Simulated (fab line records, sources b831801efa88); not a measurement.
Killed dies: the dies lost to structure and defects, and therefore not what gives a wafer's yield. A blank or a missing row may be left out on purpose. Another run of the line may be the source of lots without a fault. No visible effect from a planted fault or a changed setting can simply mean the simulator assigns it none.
fab line records + flow sky130
record
- lots=12
- wafers=36
- lastDay=50
route steps=708 shown METAL2@503 METAL3@567 METAL4@629 VIA4@656 PAD_OPEN@708
lots that met no fault: taken from a fault-free run of the same line
startH: hours from the record's opening day to when the first of the lot's shown wafers began + waitH: hours since the lot's step before + " identical to the entry in the row above + L1.1+2: a row that stands for several wafers + - no value, or no start was given + * or withheld: withheld + < > ~ a bound
route shown NAME@n: names a module that has steps shown in the file, with the first one's number in the route + usual: the fault-free wafers' mean and standard deviation + same: alike in all rows + chamber/n: place in a boat + sites: per-site readings + _std_site: the standard deviation of these + _edge_site: the outer-site mean with the inner-site mean subtracted + radiusMm: for every site, how far away it sits from the centre of the wafer + mask NAME#n: copy n + behind: the last tool/chamber to shape the wafer + hold: cause of the lot's hold/its duration in hours/its outcome + device: transistor that didn't switch, given as n, p or np + end of line: tests of these same wafers at the route's end + step lacking rows: just its recipe + killed: the dies lost at the first sort to structure and to defects; this is not the yield of the wafer + map: a wafer's dies, x killed, . not, _ none there
set.NAME: the setting that was run; set.NAME@STEP: the one run at that earlier step + model.NAME: the simulator's own value behind a step, which no gauge read
the route's steps for a sample of lots (tables are steps, rows are wafers)
services: from which hour (startH, from the record's first day; less than 0 if before it) a tool's chamber was out of use, for how many hours, and why
## steps
# step SKY_METAL2_STRIP_20
# recipe
- chemistry=O2/N2
- powerW=1400
- pressureMtorr=1500
- platenTempC=withheld
- o2FlowSccm=3000
- n2FlowSccm=300
- overashFraction=0.5
# usual
- drypumpMotorCurrentA=6.0/0.35
- n2FlowSccm=300.0/1
- oesProductAu=0.344/0.0051
- stripTimeToEndpointS=2.70/0.05
# same
- overashFraction=0.5
| lot.wafer | tool           | chamber | startH | waitH | drypumpMotorCurrentA | n2FlowSccm | oesProductAu | rfHoursCounterH | stripTimeToEndpointS |
|-----------|----------------|---------|--------|-------|----------------------|------------|--------------|-----------------|----------------------|
| L199.2    | plasmaAsher-03 | 1       | 831.67 | 0.1   | 6.4                  | 301.0      | 0.349        | 40              | 2.71                 |
| L199.3    | "              | 1       | "      | "     | 6.4                  | 298.7      | 0.350        | -               | 2.71                 |
| L199.6    | "              | 0       | "      | "     | 6.4                  | 299.5      | 0.344        | -               | 2.74                 |
| L201.2    | plasmaAsher-03 | 0       | 837.28 | 0.1   | 6.4                  | 299.8      | 0.343        | 41              | 2.72                 |
| L201.4    | "              | 0       | "      | "     | 6.4                  | 298.0      | 0.343        | -               | 2.75                 |
| L201.6    | "              | 0       | "      | "     | 6.4                  | 298.8      | 0.345        | -               | 2.79                 |
| L204.3    | plasmaAsher-01 | 0       | 867.60 | 0.1   | 6.0                  | 300.3      | 0.343        | -               | 2.65                 |
| L204.4    | "              | 1       | "      | "     | 5.6                  | 299.1      | 0.345        | -               | 2.73                 |
| L204.5    | "              | 1       | "      | "     | 5.6                  | 299.6      | 0.349        | -               | 2.68                 |
| L206.4    | plasmaAsher-03 | 0       | 886.11 | 0.1   | 6.4                  | 297.9      | 0.348        | -               | 2.79                 |
| L206.5    | "              | 1       | "      | "     | 6.4                  | 299.8      | 0.354        | -               | 2.77                 |
| L206.6    | "              | 0       | "      | "     | 6.4                  | 298.7      | 0.346        | -               | 2.77                 |
| L207.1    | plasmaAsher-03 | 0       | 888.88 | 0.1   | 6.4                  | 299.5      | 0.338        | 46              | 2.65                 |
| L207.5    | "              | 0       | "      | "     | 6.4                  | 297.9      | 0.340        | -               | 2.65                 |
| L207.6    | "              | 1       | "      | "     | 6.4                  | 298.9      | 0.335        | -               | 2.67                 |
| L209.1    | plasmaAsher-02 | 1       | 902.54 | 0.1   | 5.9                  | 298.8      | 0.346        | 77              | 2.79                 |
| L209.2    | "              | 0       | "      | "     | 5.5                  | 300.6      | 0.341        | 77              | 2.70                 |
| L209.4    | "              | 0       | "      | "     | 5.5                  | 299.7      | 0.341        | -               | 2.65                 |
| L210.3    | plasmaAsher-02 | 0       | 907.89 | 0.1   | 5.5                  | 301.1      | 0.346        | -               | 2.66                 |
| L210.4    | "              | 1       | "      | "     | 6.0                  | 298.7      | 0.338        | -               | 2.64                 |
| L210.5    | "              | 0       | "      | "     | 5.5                  | 301.0      | 0.341        | -               | 2.68                 |
| L211.1    | plasmaAsher-03 | 0       | 917.82 | 0.1   | 6.4                  | 300.5      | 0.348        | 49              | 2.76                 |
| L211.2    | "              | 1       | "      | "     | 6.4                  | 301.0      | 0.347        | 49              | 2.79                 |
| L211.3    | "              | 1       | "      | "     | 6.4                  | 301.4      | 0.350        | -               | 2.80                 |
| L213.3    | plasmaAsher-02 | 1       | 931.36 | 0.1   | 5.9                  | 301.0      | 0.341        | -               | 2.73                 |
| L213.4    | "              | 0       | "      | "     | 5.5                  | 301.7      | 0.343        | -               | 2.70                 |
| L213.5    | "              | 0       | "      | "     | 5.5                  | 300.1      | 0.341        | -               | 2.70                 |
| L214.4    | plasmaAsher-01 | 1       | 946.35 | 0.1   | 5.6                  | 300.7      | 0.347        | -               | 2.69                 |
| L214.5    | "              | 0       | "      | "     | 6.0                  | 299.7      | 0.342        | -               | 2.67                 |
| L214.6    | "              | 1       | "      | "     | 5.6                  | 300.2      | 0.344        | -               | 2.68                 |
| L216.1    | plasmaAsher-03 | 1       | 952.56 | 0.1   | 6.4                  | 300.1      | 0.353        | 53              | 2.73                 |
| L216.3    | "              | 1       | "      | "     | 6.4                  | 301.3      | 0.344        | -               | 2.71                 |
| L216.5    | "              | 0       | "      | "     | 6.4                  | 299.1      | 0.341        | -               | 2.71                 |
| L219.3    | plasmaAsher-03 | 1       | 974.74 | 0.1   | 6.4                  | 301.9      | 0.341        | -               | 2.61                 |
| L219.4    | "              | 0       | "      | "     | 6.4                  | 298.2      | 0.340        | -               | 2.61                 |
| L219.5    | "              | 1       | "      | "     | 6.4                  | 302.2      | 0.343        | -               | 2.66                 |
# step SKY_METAL3_ETCH_17
# recipe
- target=SiO2
- stopOn=TiN
- chemistry=C4F8/O2/Ar
- sourceW=1500
- biasW=1200
- pressureMtorr=40
- c4f8FlowSccm=withheld
- O2_flow_sccm=6
- Ar_flow_sccm=300
- timeS=3.9
- targetDepthA=150
# usual
- oesProductAu=0.756/0.0069
- rfFwdPowerW=1471/8
| lot.wafer | tool       | chamber | startH  | waitH | oesProductAu | rfFwdPowerW | rfHoursCounterH |
|-----------|------------|---------|---------|-------|--------------|-------------|-----------------|
| L199.2    | rieDiel-02 | 2       | 910.89  | 0.1   | 0.750        | 1468        | 6               |
| L199.3    | "          | 3       | "       | "     | 0.763        | 1474        | 14              |
| L199.6    | "          | 3       | "       | "     | 0.764        | 1469        | -               |
| L201.2    | rieDiel-02 | 1       | 917.37  | 0.1   | 0.753        | 1473        | 22              |
| L201.4    | "          | 3       | "       | "     | 0.761        | 1469        | 14              |
| L201.6    | "          | 2       | "       | "     | 0.760        | 1468        | -               |
| L204.3    | rieDiel-03 | 0       | 945.63  | 0.0   | 0.750        | 1477        | 20              |
| L204.4    | "          | 2       | "       | "     | 0.761        | 1458        | 13              |
| L204.5    | "          | 0       | "       | "     | 0.752        | 1481        | -               |
| L206.4    | rieDiel-02 | 1       | 963.85  | 0.1   | 0.762        | 1473        | 24              |
| L206.5    | "          | 2       | "       | "     | 0.759        | 1468        | -               |
| L206.6    | "          | 1       | "       | "     | 0.770        | 1471        | -               |
| L207.1    | rieDiel-03 | 3       | 966.38  | 0.1   | 0.751        | 1474        | 17              |
| L207.5    | "          | 3       | "       | "     | 0.739        | 1462        | -               |
| L207.6    | "          | 0       | "       | "     | 0.757        | 1483        | -               |
| L209.1    | rieDiel-01 | 1       | 980.23  | 0.1   | 0.758        | 1459        | 9               |
| L209.2    | "          | 2       | "       | "     | 0.752        | 1475        | 8               |
| L209.4    | "          | 3       | "       | "     | 0.757        | 1458        | 1               |
| L210.3    | rieDiel-03 | 1       | 985.28  | 0.0   | 0.755        | 1470        | 5               |
| L210.4    | "          | 2       | "       | "     | 0.755        | 1467        | 14              |
| L210.5    | "          | 3       | "       | "     | 0.757        | 1488        | -               |
| L211.1    | rieDiel-01 | 3       | 993.73  | 0.1   | 0.749        | 1458        | 2               |
| L211.2    | "          | 2       | "       | "     | 0.757        | 1478        | 9               |
| L211.3    | "          | 0       | "       | "     | 0.760        | 1482        | 13              |
| L213.3    | rieDiel-01 | 1       | 1006.52 | 0.0   | 0.753        | 1461        | 10              |
| L213.4    | "          | 2       | "       | "     | 0.766        | 1468        | 9               |
| L213.5    | "          | 1       | "       | "     | 0.759        | 1460        | -               |
| L214.4    | rieDiel-02 | 0       | 1020.93 | 0.0   | 0.753        | 1467        | 14              |
| L214.5    | "          | 1       | "       | "     | 0.774        | 1468        | -               |
| L214.6    | "          | 0       | "       | "     | 0.759        | 1463        | -               |
| L216.1    | rieDiel-03 | 0       | 1025.80 | 0.2   | 0.751        | 1472        | 22              |
| L216.3    | "          | 3       | "       | "     | 0.757        | 1470        | 19              |
| L216.5    | "          | 1       | "       | "     | 0.758        | 1468        | -               |
| L219.3    | rieDiel-01 | 0       | 1046.97 | 0.0   | 0.762        | 1483        | 15              |
| L219.4    | "          | 1       | "       | "     | 0.757        | 1461        | 11              |
| L219.5    | "          | 1       | "       | "     | 0.748        | 1464        | -               |
# step SKY_METAL4_CD_MEAS_13
# recipe
- targetCdNm=300
# usual
- cdNm=300.2/1.5
| lot.wafer | tool     | chamber | startH  | waitH | cdNm  |
|-----------|----------|---------|---------|-------|-------|
| L199.2    | cdSem-01 | -       | 986.41  | -     | 301.1 |
| L199.3    | "        | -       | "       | "     | 301.4 |
| L199.6    | "        | -       | "       | "     | 300.4 |
| L201.2    | cdSem-01 | -       | 993.86  | -     | 297.9 |
| L201.4    | "        | -       | "       | "     | 296.6 |
| L201.6    | "        | -       | "       | "     | 298.8 |
| L204.3    | cdSem-02 | -       | 1020.27 | -     | 302.8 |
| L204.4    | "        | -       | "       | "     | 302.9 |
| L204.5    | "        | -       | "       | "     | 303.6 |
| L206.4    | cdSem-02 | -       | 1037.10 | -     | 301.2 |
| L206.5    | "        | -       | "       | "     | 301.6 |
| L206.6    | "        | -       | "       | "     | 302.4 |
| L207.1    | cdSem-02 | -       | 1040.21 | -     | 300.9 |
| L207.5    | "        | -       | "       | "     | 298.8 |
| L207.6    | "        | -       | "       | "     | 300.2 |
| L209.1    | cdSem-02 | -       | 1052.79 | -     | 299.2 |
| L209.2    | "        | -       | "       | "     | 299.1 |
| L209.4    | "        | -       | "       | "     | 299.4 |
| L210.3    | cdSem-01 | -       | 1056.63 | -     | 298.2 |
| L210.4    | "        | -       | "       | "     | 298.3 |
| L210.5    | "        | -       | "       | "     | 298.3 |
| L211.1    | cdSem-01 | -       | 1064.59 | -     | 299.3 |
| L211.2    | "        | -       | "       | "     | 299.5 |
| L211.3    | "        | -       | "       | "     | 301.0 |
| L213.3    | cdSem-02 | -       | 1076.68 | -     | 300.9 |
| L213.4    | "        | -       | "       | "     | 300.8 |
| L213.5    | "        | -       | "       | "     | 300.0 |
| L214.4    | cdSem-01 | -       | 1088.40 | -     | 297.9 |
| L214.5    | "        | -       | "       | "     | 298.7 |
| L214.6    | "        | -       | "       | "     | 298.9 |
| L216.1    | cdSem-01 | -       | 1094.35 | -     | 298.2 |
| L216.3    | "        | -       | "       | "     | 297.0 |
| L216.5    | "        | -       | "       | "     | 299.0 |
| L219.3    | cdSem-01 | -       | 1112.69 | -     | 301.0 |
| L219.4    | "        | -       | "       | "     | 299.2 |
| L219.5    | "        | -       | "       | "     | 298.8 |
# step SKY_VIA4_SPUTTER_17
# recipe
- material=TiN
- targetThkNm=20
- chamberPressurePa=5
- powerW=4000
- timeS=80
# usual
- throttleValvePct=30.2/0.88
| lot.wafer | tool          | chamber | startH  | waitH | throttleValvePct |
|-----------|---------------|---------|---------|-------|------------------|
| L199.2    | pvdSputter-03 | -       | 1011.69 | 0.0   | 29.9             |
| L199.3    | "             | -       | "       | "     | 30.7             |
| L199.6    | "             | -       | "       | "     | 30.1             |
| L201.2    | pvdSputter-04 | -       | 1018.99 | 0.0   | 27.6             |
| L201.4    | "             | -       | "       | "     | 30.0             |
| L201.6    | "             | -       | "       | "     | 30.7             |
| L204.3    | pvdSputter-02 | -       | 1044.80 | 0.0   | 31.0             |
| L204.4    | "             | -       | "       | "     | 30.7             |
| L204.5    | "             | -       | "       | "     | 31.2             |
| L206.4    | pvdSputter-04 | -       | 1061.09 | 0.0   | 29.9             |
| L206.5    | "             | -       | "       | "     | 30.9             |
| L206.6    | "             | -       | "       | "     | 30.1             |
| L207.1    | pvdSputter-03 | -       | 1063.49 | 0.0   | 30.1             |
| L207.5    | "             | -       | "       | "     | 30.1             |
| L207.6    | "             | -       | "       | "     | 30.6             |
| L209.1    | pvdSputter-04 | -       | 1076.04 | 0.0   | 30.5             |
| L209.2    | "             | -       | "       | "     | 27.8             |
| L209.4    | "             | -       | "       | "     | 30.8             |
| L210.3    | pvdSputter-02 | -       | 1079.59 | 0.0   | 30.0             |
| L210.4    | "             | -       | "       | "     | 30.7             |
| L210.5    | "             | -       | "       | "     | 31.1             |
| L211.1    | pvdSputter-04 | -       | 1087.75 | 0.0   | 30.2             |
| L211.2    | "             | -       | "       | "     | 28.0             |
| L211.3    | "             | -       | "       | "     | 30.9             |
| L213.3    | pvdSputter-02 | -       | 1097.51 | 0.0   | 31.1             |
| L213.4    | "             | -       | "       | "     | 30.5             |
| L213.5    | "             | -       | "       | "     | 29.4             |
| L214.4    | pvdSputter-04 | -       | 1111.48 | 0.0   | 30.4             |
| L214.5    | "             | -       | "       | "     | 30.7             |
| L214.6    | "             | -       | "       | "     | 30.5             |
| L216.1    | pvdSputter-03 | -       | 1116.88 | 0.0   | 30.1             |
| L216.3    | "             | -       | "       | "     | 30.9             |
| L216.5    | "             | -       | "       | "     | 29.9             |
| L219.3    | pvdSputter-02 | -       | 1134.68 | 0.0   | 30.7             |
| L219.4    | "             | -       | "       | "     | 30.2             |
| L219.5    | "             | -       | "       | "     | 31.2             |
# step SKY_PAD_OPEN_PROBE_99
# usual
- defectLimitedYield=82.1/1.9
- killed_at_M0_to_M3=45/6.8
- killed_at_M4_up=3.0/1.7
- killedAtContacts=25/5.7
- killedAtFrontEnd=15/4.6
- killedAtOther=0.3/0.66
- killedDies=88/9.5
- killedOpen=48/7.3
- killedShort=39/6.5
- sort_bin_3_pad_short=0.9/0.47
- sort_bin_5_function=10.6/1.5
- sort_bin_6_memory=6.4/1.2
- sortNPass=404/9.5
- sortYieldPct=82.1/1.9
# same
- grossDies=492
- killedAtBackSide=0
- sort_bin_4_leakage[%]=0
- sort_bin_8_speed[%]=0
| lot.wafer | tool      | chamber | startH  | waitH | defectLimitedYield[%] | killed_at_M0_to_M3 | killed_at_M4_up | killedAtContacts | killedAtFrontEnd | killedAtOther | killedDies | killedOpen | killedShort | sort_bin_3_pad_short[%] | sort_bin_5_function[%] | sort_bin_6_memory[%] | sortNPass | sortYieldPct[%] |
|-----------|-----------|---------|---------|-------|-----------------------|--------------------|-----------------|------------------|------------------|---------------|------------|------------|-------------|-------------------------|------------------------|----------------------|-----------|-----------------|
| L216.1    | prober-02 | -       | 1174.81 | 0.1   | 72.0                  | 104                | 2               | 22               | 10               | 0             | 138        | 37         | 32          | 3.5                     | 17.3                   | 7.3                  | 354       | 72.0            |
| L216.3    | prober-02 | -       | 1174.91 | 0.2   | 69.5                  | 98                 | 5               | 28               | 19               | 0             | 150        | 45         | 43          | 4.3                     | 18.5                   | 7.7                  | 342       | 69.5            |
| L216.5    | prober-02 | -       | 1175.01 | 0.2   | 80.3                  | 50                 | 4               | 27               | 16               | 0             | 97         | 49         | 48          | 1.0                     | 11.4                   | 7.3                  | 395       | 80.3            |
| L219.3    | prober-01 | -       | 1191.00 | 0.2   | 71.5                  | 99                 | 6               | 25               | 10               | 0             | 140        | 49         | 33          | 4.5                     | 17.7                   | 6.3                  | 352       | 71.5            |
| L219.4    | prober-01 | -       | 1191.05 | 0.2   | 81.7                  | 51                 | 4               | 26               | 8                | 1             | 90         | 45         | 45          | 0.6                     | 10.0                   | 7.7                  | 402       | 81.7            |
| L219.5    | prober-01 | -       | 1191.10 | 0.2   | 67.3                  | 121                | 2               | 27               | 11               | 0             | 161        | 55         | 45          | 5.7                     | 19.1                   | 7.9                  | 331       | 67.3            |
# killed by level:class
L216.1 METAL2:unspecified=67 LI_CONTACT:geometricParticle:open=6 METAL1:geometricParticle:short=6 METAL2:geometricParticle:short=6 VIA3:geometricParticle:open=6 CONTACT:geometricParticle:open=5 POLY_GATE:geometricParticle:open=4 VIA1:geometricParticle:short=4
L216.3 METAL2:unspecified=61 LI_CONTACT:geometricParticle:open=12 CONTACT:geometricParticle:open=9 POLY_GATE:geometricParticle:open=7 METAL1:geometricParticle:short=7 VIA1:geometricParticle:short=7 FIELD_ISO:geometricParticle:short=5 VIA1:geometricParticle:open=4
L216.5 VIA1:geometricParticle:open=15 LI_CONTACT:geometricParticle:open=8 CONTACT:geometricParticle:open=8 METAL1:geometricParticle:short=6 POLY_GATE:geometricParticle:short=5 VIA1:geometricParticle:short=5 METAL2:geometricParticle:short=5 FIELD_ISO:geometricParticle:short=4
L219.3 METAL2:unspecified=58 VIA1:geometricParticle:open=14 CONTACT:geometricParticle:open=11 LI_CONTACT:geometricParticle:open=8 VIA1:geometricParticle:short=6 VIA2:geometricParticle:open=5 METAL1:geometricParticle:short=5 VIA2:geometricParticle:short=4
L219.4 VIA1:geometricParticle:open=14 CONTACT:geometricParticle:short=8 CONTACT:geometricParticle:open=7 METAL1:geometricParticle:short=7 VIA1:geometricParticle:short=7 LI_CONTACT:geometricParticle:open=5 VIA3:geometricParticle:open=5 LOCAL_INTERCONNECT:geometricParticle:short=5
L219.5 METAL2:unspecified=61 VIA1:geometricParticle:open=12 LI_CONTACT:geometricParticle:open=8 VIA2:geometricParticle:open=8 VIA3:geometricParticle:open=8 LOCAL_INTERCONNECT:geometricParticle:short=6 CONTACT:geometricParticle:short=6 CONTACT:geometricParticle:open=6
## services
| tool           | chamber | startH  | hours | kind   |
|----------------|---------|---------|-------|--------|
| rieDiel-01     | 0       | 817.27  | 7.7   | repair |
| plasmaAsher-03 | -       | 824.98  | 3.7   | repair |
| pvdSputter-04  | -       | 826.34  | 2.9   | repair |
| pvdSputter-02  | -       | 835.46  | 11.5  | repair |
| rieDiel-02     | 0       | 898.36  | 15.9  | repair |
| plasmaAsher-02 | -       | 903.39  | 2.8   | pm     |
| rieDiel-03     | -       | 913.74  | 2.8   | pm     |
| rieDiel-03     | 2       | 935.19  | 2.5   | repair |
| rieDiel-02     | -       | 975.28  | 15.5  | repair |
| rieDiel-03     | 0       | 993.56  | 6.4   | repair |
| plasmaAsher-01 | -       | 1002.24 | 2.8   | pm     |
| rieDiel-01     | 3       | 1015.87 | 22.5  | repair |
| rieDiel-02     | 0       | 1023.47 | 1.5   | repair |
| rieDiel-01     | 1       | 1031.60 | 3.4   | repair |
| rieDiel-02     | 0       | 1043.97 | 7.4   | repair |
| rieDiel-03     | 2       | 1048.92 | 9.0   | repair |
| plasmaAsher-01 | -       | 1055.25 | 9.0   | pm     |
| rieDiel-01     | -       | 1076.38 | 2.8   | pm     |
| rieDiel-02     | -       | 1078.57 | 14.6  | pm     |
| rieDiel-01     | 1       | 1083.16 | 3.3   | repair |
| plasmaAsher-03 | -       | 1091.79 | 2.8   | pm     |
| pvdSputter-03  | -       | 1115.68 | 1.0   | repair |
| rieDiel-01     | 3       | 1129.39 | 2.4   | repair |
| rieDiel-01     | -       | 1131.11 | 1.0   | repair |
## key
firstSign
- step=SKY_PAD_OPEN_PROBE_99
- reading=killed_at_M0_to_M3
- direction=up
- sigmas=8.9
- usual=45
- struck=106
effect
- step=SKY_PAD_OPEN_PROBE_99
- reading=sort_bin_3_pad_short
- direction=up
- sigmas=7.7
- usual=0.9
- struck=4.5
metAt SKY_METAL2_STRIP_20
struckLots L216,L219
struckWafers L216.1,L216.3,L219.3,L219.5
notActingAt SKY_METAL3_ETCH_17,SKY_METAL4_CD_MEAS_13,SKY_VIA4_SPUTTER_17
onsetBetween 917.82 952.56
fault
- kind=chamberParticleSource
- tool=plasmaAsher-03
- chamber=1
- onsetH=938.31
- steps=SKY_METAL2_STRIP_20
- ratePerVisitCm2=1.3389
- endH=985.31
